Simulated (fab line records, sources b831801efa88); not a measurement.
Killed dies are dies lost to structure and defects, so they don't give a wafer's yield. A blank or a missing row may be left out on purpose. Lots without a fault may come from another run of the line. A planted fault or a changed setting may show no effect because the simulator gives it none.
Which tool did it? | flow sky130 | 6 lots, 18 wafers sampled, at 4 steps of a route of 708

WHAT THE GAUGES READ, wafer by wafer
SKY_RES_XHIGH_TW_MEAS_09.
lot  | measured     | on            | RES_XHIGH_TW
L824 | day 27 01:08 | film_metro-02 | 1658 1667 1663
L827 | day 28 15:53 | film_metro-02 | 1654 1659 1654
L831 | day 29 09:41 | film_metro-01 | 1640 1650 1644
L833 | day 30 08:27 | film_metro-01 | 1623 1628 1625
L836 | day 32 07:31 | film_metro-03 | 1641 1642 1638
L845 | day 33 20:20 | film_metro-02 | 1649 1649 1653

WHICH TOOL RAN EACH LOT (tool, then ch and the chambers of the sampled wafers, then the start)
lot  | SKY_GATE_OXIDE_OXIDATION_16   | SKY_POLY_CUT_ETCH_10               | SKY_RES_XHIGH_STRIP_08
L824 | furnace-02 ch 0, day 14 11:43 | rie_diel-03 ch 0,1,3, day 24 14:40 | plasma_asher-02 ch 0,1, day 27 01:01
L827 | furnace-02 ch 0, day 15 02:50 | rie_diel-03 ch 0,1,3, day 26 05:36 | plasma_asher-02 ch 0,1, day 28 15:47
L831 | furnace-01 ch 0, day 16 14:35 | rie_diel-03 ch 0,1, day 27 00:42   | plasma_asher-02 ch 0,1, day 29 09:35
L833 | furnace-02 ch 0, day 17 10:07 | rie_diel-04 ch 1,2, day 28 00:09   | plasma_asher-04 ch 0,1, day 30 08:21
L836 | furnace-02 ch 0, day 19 17:18 | rie_diel-01 ch 0,1,3, day 29 23:16 | plasma_asher-01 ch 0,1, day 32 07:25
L845 | furnace-02 ch 0, day 21 10:58 | rie_diel-01 ch 0,1,3, day 31 13:02 | plasma_asher-01 ch 0,1, day 33 20:14
- SKY_GATE_OXIDE_OXIDATION_16: stabilise 600 s, purge 300 s, target thk 3.57 nm.
- SKY_POLY_CUT_ETCH_10: etches BARC in N2/H2, stops on SiO2, time 45.9 s, target depth 60 nm.
- SKY_RES_XHIGH_STRIP_08: strips in O2/N2.

THE ANSWER, worked out from the rows above alone
Rule: what is usual is taken from the lots themselves. Put in order of their means at a reading, lots are off if they are a third of the lots or fewer, leave a main group of 4 or more, and stand apart from it by a gap of 3 or more times the standard deviation of the main group's means; of several such gaps the widest counts. A main group whose means are all the same, to the digits that the tables above print for the reading, isn't used. A lot without any number at a reading at which 4 lots or more have one is off too. The other lots that the step has rows for count as sound.
No lot is off at any reading shown: from this, nothing can be told.

WHAT THE SIMULATOR HAD PUT IN
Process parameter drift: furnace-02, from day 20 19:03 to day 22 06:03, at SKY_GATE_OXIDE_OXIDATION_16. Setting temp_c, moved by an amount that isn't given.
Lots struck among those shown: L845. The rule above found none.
